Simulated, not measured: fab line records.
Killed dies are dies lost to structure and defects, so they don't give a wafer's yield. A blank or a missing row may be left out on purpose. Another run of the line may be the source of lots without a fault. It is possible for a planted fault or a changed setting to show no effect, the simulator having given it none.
Which tool did it? -- flow sky130 -- 24 lots, 72 wafers sampled, at 6 steps of a route of 708

== WHAT THE GAUGES READ, wafer by wafer ==
The record holds no reading of a measuring or inspecting step that can be judged against a usual standard deviation.

== WHICH TOOL RAN EACH LOT (tool, then ch and the chambers of the sampled wafers, then the start) ==
lot,SKY_LI_CONTACT_CVD_21,SKY_LOCAL_INTERCONNECT_ETCH_13,SKY_CONTACT_ETCH_18,SKY_CONTACT_CVD_24,SKY_METAL2_SPUTTER_03,SKY_METAL4_SPUTTER_00
L074,"cvd-w-02 ch 0,1, day 29 10:08","rie-metal-01 ch 0,1, day 30 14:25","rie-diel-03 ch 1,2,3, day 31 19:52 or earlier","cvd-w-02 ch 0,1, day 31 19:52","pvd-sputter-04, day 34 04:18","pvd-sputter-03, day 39 19:47"
L075,"cvd-w-01 ch 0,1, day 29 13:22","rie-metal-04 ch 0,1, day 30 18:11","rie-diel-01 ch 0,1,3, day 32 00:12 or earlier","cvd-w-02 ch 0,1, day 32 00:12","pvd-sputter-01, day 34 09:04","pvd-sputter-03, day 39 20:59"
L076,"cvd-w-02 ch 0,1, day 29 17:35","rie-metal-01 ch 0,1, day 30 21:38","rie-diel-01 ch 0,1,2, day 32 03:03 or earlier","cvd-w-01 ch 0,1, day 32 03:03","pvd-sputter-02, day 34 12:21","pvd-sputter-03, day 40 01:41"
L078,"cvd-w-01 ch 1, day 29 19:22","rie-metal-02 ch 0, day 30 23:32","rie-diel-02 ch 1,2,3, day 32 05:33 or earlier","cvd-w-02 ch 0,1, day 32 05:33","pvd-sputter-01, day 34 13:58","pvd-sputter-03, day 40 03:44"
L077,"cvd-w-02 ch 0, day 30 08:14","rie-metal-01 ch 0,1, day 31 12:50","rie-diel-02 ch 2,3, day 32 18:01 or earlier","cvd-w-02 ch 1, day 32 18:01","pvd-sputter-02, day 35 01:52","pvd-sputter-04, day 40 14:17"
L079,"cvd-w-01 ch 0,1, day 30 12:10","rie-metal-02 ch 0,1, day 31 16:28","rie-diel-03 ch 1,2,3, day 32 21:49 or earlier","cvd-w-01 ch 0,1, day 32 21:49","pvd-sputter-01, day 35 06:25","pvd-sputter-03, day 40 18:50"
L080,"cvd-w-02 ch 0,1, day 30 21:11","rie-metal-04 ch 0,1, day 32 01:29","rie-diel-01 ch 0,1,2, day 33 06:34 or earlier","cvd-w-02 ch 1, day 33 06:34","pvd-sputter-02, day 35 14:58","pvd-sputter-01, day 41 02:20"
L081,"cvd-w-02 ch 0,1, day 31 17:54","rie-metal-02 ch 0,1, day 32 22:00","rie-diel-01 ch 0,2, day 34 03:01 or earlier","cvd-w-02 ch 0,1, day 34 03:01","pvd-sputter-02, day 36 10:43","pvd-sputter-03, day 41 22:05"
L082,"cvd-w-01 ch 0,1, day 31 18:46","rie-metal-04 ch 0,1, day 32 22:41","rie-diel-03 ch 0,1,2, day 34 03:25 or earlier","cvd-w-01 ch 0,1, day 34 03:25","pvd-sputter-04, day 36 11:20","pvd-sputter-04, day 41 22:39"
L083,"cvd-w-02 ch 0,1, day 31 22:22","rie-metal-01 ch 0,1, day 33 01:58","rie-diel-03 ch 0,2,3, day 34 07:31 or earlier","cvd-w-02 ch 0,1, day 34 07:31","pvd-sputter-01, day 36 14:37","pvd-sputter-04, day 41 23:49"
L084,"cvd-w-01 ch 0,1, day 32 05:49","rie-metal-02 ch 0,1, day 33 09:43","rie-diel-01 ch 0,2,3, day 34 14:00 or earlier","cvd-w-02 ch 0,1, day 34 14:00","pvd-sputter-02, day 36 21:50","pvd-sputter-04, day 42 08:48"
L085,"cvd-w-01 ch 1, day 32 13:44","rie-metal-02 ch 1, day 33 16:44","rie-diel-03 ch 0,1,2, day 34 21:21 or earlier","cvd-w-01 ch 0,1, day 34 21:21","pvd-sputter-01, day 37 05:32","pvd-sputter-01, day 42 13:21"
L086,"cvd-w-02 ch 0,1, day 32 20:06","rie-metal-02 ch 1, day 33 23:16","rie-diel-02 ch 0,1, day 35 03:40 or earlier","cvd-w-01 ch 0,1, day 35 03:40","pvd-sputter-01, day 37 10:19","pvd-sputter-01, day 42 20:02"
L087,"cvd-w-02 ch 0,1, day 33 06:04","rie-metal-04 ch 0,1, day 34 09:13","rie-diel-01 ch 0,1,2, day 35 14:24 or earlier","cvd-w-01 ch 0,1, day 35 14:24","pvd-sputter-02, day 37 21:58","pvd-sputter-04, day 43 06:43"
L088,"cvd-w-01 ch 0, day 33 17:53","rie-metal-02 ch 1, day 34 21:12","rie-diel-03 ch 1,3, day 36 01:13 or earlier","cvd-w-01 ch 0,1, day 36 01:13","pvd-sputter-01, day 38 08:34","pvd-sputter-03, day 43 15:26"
L089,"cvd-w-02 ch 0,1, day 33 23:50","rie-metal-01 ch 0, day 35 02:41","rie-diel-02 ch 1,2,3, day 36 06:04 or earlier","cvd-w-01 ch 0,1, day 36 06:04","pvd-sputter-01, day 38 13:11","pvd-sputter-01, day 43 19:10"
L090,"cvd-w-02 ch 0,1, day 34 08:34","rie-metal-01 ch 0,1, day 35 11:12","rie-diel-03 ch 0,3, day 36 15:44 or earlier","cvd-w-01 ch 0,1, day 36 15:44","pvd-sputter-02, day 38 22:59","pvd-sputter-04, day 44 14:52"
L091,"cvd-w-01 ch 0,1, day 34 18:53","rie-metal-04 ch 0,1, day 35 21:40","rie-diel-02 ch 0,1,2, day 37 01:55 or earlier","cvd-w-01 ch 1, day 37 01:55","pvd-sputter-02, day 39 09:53","pvd-sputter-01, day 44 15:38"
L092,"cvd-w-01 ch 0,1, day 34 20:13","rie-metal-02 ch 0,1, day 35 22:56","rie-diel-02 ch 0,1,2, day 37 02:55 or earlier","cvd-w-01 ch 0,1, day 37 02:55","pvd-sputter-02, day 39 10:11","pvd-sputter-04, day 44 15:59"
L093,"cvd-w-01 ch 0,1, day 35 05:49","rie-metal-01 ch 0, day 36 08:47","rie-diel-02 ch 1,2, day 37 11:52 or earlier","cvd-w-02 ch 0,1, day 37 11:52","pvd-sputter-01, day 39 17:57","pvd-sputter-01, day 44 20:56"
L094,"cvd-w-01 ch 0,1, day 35 08:58","rie-metal-02 ch 0,1, day 36 11:29","rie-diel-02 ch 1,2, day 37 15:20 or earlier","cvd-w-01 ch 1, day 37 15:20","pvd-sputter-01, day 39 20:56","pvd-sputter-03, day 44 23:49"
L095,"cvd-w-02 ch 0,1, day 35 19:35","rie-metal-04 ch 0,1, day 36 22:29","rie-diel-02 ch 0,1, day 38 02:19 or earlier","cvd-w-01 ch 0,1, day 38 02:19","pvd-sputter-02, day 40 06:53","pvd-sputter-04, day 45 10:57"
L096,"cvd-w-02 ch 0,1, day 36 02:29","rie-metal-02 ch 0,1, day 37 05:29","rie-diel-02 ch 0,3, day 38 09:28 or earlier","cvd-w-02 ch 1, day 38 09:28","pvd-sputter-02, day 40 13:31","pvd-sputter-01, day 45 16:02"
L097,"cvd-w-01 ch 0,1, day 36 18:56","rie-metal-04 ch 0,1, day 37 21:24","rie-diel-01 ch 2,3, day 39 00:37 or earlier","cvd-w-02 ch 0,1, day 39 00:37","pvd-sputter-01, day 41 04:55","pvd-sputter-01, day 46 05:47"
- SKY_LI_CONTACT_CVD_21: deposits W, target thk 400 nm, time 120.56 s.
- SKY_LOCAL_INTERCONNECT_ETCH_13: etches BARC in N2/H2, stops on SiO2, time 45.9 s, target depth 60 nm.
- SKY_CONTACT_ETCH_18: etches Si3N4 in CHF3/O2, stops on TiN, time 39 s, target depth 75 nm.
- SKY_CONTACT_CVD_24: deposits W, target thk 340 nm, time 102.12 s.
- SKY_METAL2_SPUTTER_03: material Ti, target thk 5 nm, time 3.3 s.
- SKY_METAL4_SPUTTER_00: material Ti, target thk 15 nm, time 10 s.

== AS READ BY THE TOOLS THEMSELVES (means over the sampled wafers that have a number; for cases with no such wafer, the mark the record gives instead) ==
SKY_LI_CONTACT_CVD_21.
lot,tool,heater-power-w (W)
L074,cvd-w-02,764
L075,cvd-w-01,921
L076,cvd-w-02,769
L078,cvd-w-01,1024
L077,cvd-w-02,694
L079,cvd-w-01,986
L080,cvd-w-02,830
L081,cvd-w-02,833
L082,cvd-w-01,943
L083,cvd-w-02,764
L084,cvd-w-01,985
L085,cvd-w-01,1034
L086,cvd-w-02,769
L087,cvd-w-02,816
L088,cvd-w-01,870
L089,cvd-w-02,827
L090,cvd-w-02,836
L091,cvd-w-01,987
L092,cvd-w-01,989
L093,cvd-w-01,1002
L094,cvd-w-01,933
L095,cvd-w-02,834
L096,cvd-w-02,766
L097,cvd-w-01,988

SKY_LOCAL_INTERCONNECT_ETCH_13.
lot,tool,chamber-pressure-mTorr (mTorr),drypump-motor-current-A (A),oes-product-au (a.u.),throttle-valve-pct (%)
L074,rie-metal-01,30.009,5.7,0.857,13.227
L075,rie-metal-04,30.018,6.2,0.858,13.218
L076,rie-metal-01,30.019,5.9,0.857,13.224
L078,rie-metal-02,30.006,5.7,0.852,13.233
L077,rie-metal-01,30.012,5.7,0.847,13.230
L079,rie-metal-02,29.970,5.9,0.852,13.223
L080,rie-metal-04,30.001,6.2,0.853,13.222
L081,rie-metal-02,30.001,5.9,0.850,13.226
L082,rie-metal-04,29.999,6.5,0.856,13.221
L083,rie-metal-01,29.984,5.7,0.854,13.224
L084,rie-metal-02,29.995,5.8,0.850,13.211
L085,rie-metal-02,30.011,6.0,0.859,13.229
L086,rie-metal-02,30.008,6.0,0.854,13.212
L087,rie-metal-04,30.010,6.2,0.853,13.231
L088,rie-metal-02,30.008,6.0,0.856,13.224
L089,rie-metal-01,30.004,5.5,0.853,13.219
L090,rie-metal-01,30.003,5.9,0.852,13.223
L091,rie-metal-04,30.007,6.5,0.852,13.218
L092,rie-metal-02,30.006,5.8,0.857,13.220
L093,rie-metal-01,30.023,5.5,0.852,13.219
L094,rie-metal-02,29.987,5.9,0.856,13.226
L095,rie-metal-04,29.987,6.5,0.851,13.216
L096,rie-metal-02,29.990,5.8,0.853,13.238
L097,rie-metal-04,30.018,6.5,0.856,13.229

SKY_CONTACT_ETCH_18.
lot,tool,chamber-pressure-mTorr (mTorr),drypump-motor-current-A (A),oes-product-au (a.u.),throttle-valve-pct (%)
L074,rie-diel-03,40.00,5.7,0.858,8.798
L075,rie-diel-01,40.03,5.9,0.855,8.794
L076,rie-diel-01,40.00,6.0,0.837,8.780
L078,rie-diel-02,39.99,5.5,0.846,8.787
L077,rie-diel-02,39.99,5.4,0.845,8.791
L079,rie-diel-03,39.98,5.7,0.844,8.790
L080,rie-diel-01,39.98,6.0,0.855,8.789
L081,rie-diel-01,39.98,6.2,0.859,8.801
L082,rie-diel-03,40.02,5.7,0.861,8.798
L083,rie-diel-03,40.01,5.6,0.844,8.798
L084,rie-diel-01,40.00,6.1,0.853,8.783
L085,rie-diel-03,39.99,5.7,0.853,8.791
L086,rie-diel-02,40.00,5.8,0.853,8.791
L087,rie-diel-01,39.97,6.0,0.847,8.797
L088,rie-diel-03,40.00,5.7,0.850,8.790
L089,rie-diel-02,39.99,5.5,0.846,8.790
L090,rie-diel-03,40.00,5.7,0.868,8.794
L091,rie-diel-02,39.96,5.7,0.855,8.789
L092,rie-diel-02,40.00,5.7,0.849,8.793
L093,rie-diel-02,39.99,5.6,0.857,8.791
L094,rie-diel-02,40.00,5.6,0.847,8.787
L095,rie-diel-02,40.01,5.8,0.858,8.801
L096,rie-diel-02,40.00,5.4,0.857,8.799
L097,rie-diel-01,40.02,6.1,0.848,8.786

SKY_CONTACT_CVD_24.
lot,tool,heater-power-w (W)
L074,cvd-w-02,837
L075,cvd-w-02,824
L076,cvd-w-01,981
L078,cvd-w-02,825
L077,cvd-w-02,897
L079,cvd-w-01,992
L080,cvd-w-02,888
L081,cvd-w-02,768
L082,cvd-w-01,923
L083,cvd-w-02,853
L084,cvd-w-02,763
L085,cvd-w-01,933
L086,cvd-w-01,932
L087,cvd-w-01,986
L088,cvd-w-01,979
L089,cvd-w-01,925
L090,cvd-w-01,946
L091,cvd-w-01,1052
L092,cvd-w-01,933
L093,cvd-w-02,840
L094,cvd-w-01,1050
L095,cvd-w-01,991
L096,cvd-w-02,896
L097,cvd-w-02,839

SKY_METAL2_SPUTTER_03.
lot,tool,cathode-dc-power-W (W),throttle-valve-pct (%)
L074,pvd-sputter-04,2999.8,30.3
L075,pvd-sputter-01,3000.1,31.5
L076,pvd-sputter-02,2999.8,29.0
L078,pvd-sputter-01,2999.7,31.6
L077,pvd-sputter-02,2999.7,30.4
L079,pvd-sputter-01,3000.2,30.7
L080,pvd-sputter-02,3000.0,31.3
L081,pvd-sputter-02,3000.0,29.1
L082,pvd-sputter-04,3000.1,29.6
L083,pvd-sputter-01,2999.9,30.6
L084,pvd-sputter-02,3000.0,28.8
L085,pvd-sputter-01,3000.7,30.5
L086,pvd-sputter-01,3000.1,30.6
L087,pvd-sputter-02,3000.2,28.9
L088,pvd-sputter-01,3000.0,31.4
L089,pvd-sputter-01,2999.8,30.7
L090,pvd-sputter-02,2999.7,30.0
L091,pvd-sputter-02,3000.2,31.6
L092,pvd-sputter-02,3000.2,29.3
L093,pvd-sputter-01,3000.0,31.7
L094,pvd-sputter-01,2999.6,31.7
L095,pvd-sputter-02,2999.9,30.2
L096,pvd-sputter-02,3000.2,30.4
L097,pvd-sputter-01,2999.6,31.5

SKY_METAL4_SPUTTER_00.
lot,tool,cathode-dc-power-W (W),throttle-valve-pct (%)
L074,pvd-sputter-03,2999.9,31.4
L075,pvd-sputter-03,3000.4,30.8
L076,pvd-sputter-03,2999.9,30.0
L078,pvd-sputter-03,3000.6,30.6
L077,pvd-sputter-04,2999.9,29.3
L079,pvd-sputter-03,2999.9,29.9
L080,pvd-sputter-01,2999.9,30.4
L081,pvd-sputter-03,2999.6,30.0
L082,pvd-sputter-04,3000.1,29.9
L083,pvd-sputter-04,3000.1,30.3
L084,pvd-sputter-04,2999.8,30.8
L085,pvd-sputter-01,2999.7,31.6
L086,pvd-sputter-01,3000.0,32.5
L087,pvd-sputter-04,3000.0,29.8
L088,pvd-sputter-03,3000.2,29.8
L089,pvd-sputter-01,2999.4,31.5
L090,pvd-sputter-04,2999.3,30.2
L091,pvd-sputter-01,3000.0,32.4
L092,pvd-sputter-04,2999.9,29.9
L093,pvd-sputter-01,2999.8,32.6
L094,pvd-sputter-03,2999.2,30.3
L095,pvd-sputter-04,2999.8,29.8
L096,pvd-sputter-01,3000.6,30.6
L097,pvd-sputter-01,2999.8,31.7

== THE ANSWER, worked out from the rows above alone ==
Rule: usual is defined by the lots themselves. Put in order of their means at a reading, lots are off if they are a third of the lots or fewer, leave a main group of 4 or more, and stand apart from it by a gap of 3 or more times the standard deviation of the main group's means; of several such gaps the widest counts. A main group is skipped when, at the precision printed for the reading in the tables above, its means are all equal. Also off: a lot with no number at a reading for which 4 or more lots have one. All remaining lots with rows at the step are treated as sound. Order of review: gauges by route order, followed by the tools' own readings, for which a lot's mean as printed above is used. The first step at which some lot is off is used, and at that step the reading that is off furthest; a lot without a number counts as furthest.
None of the lots is off at any reading shown; this tells nothing.

== WHAT WAS PUT IN BY THE SIMULATOR ==
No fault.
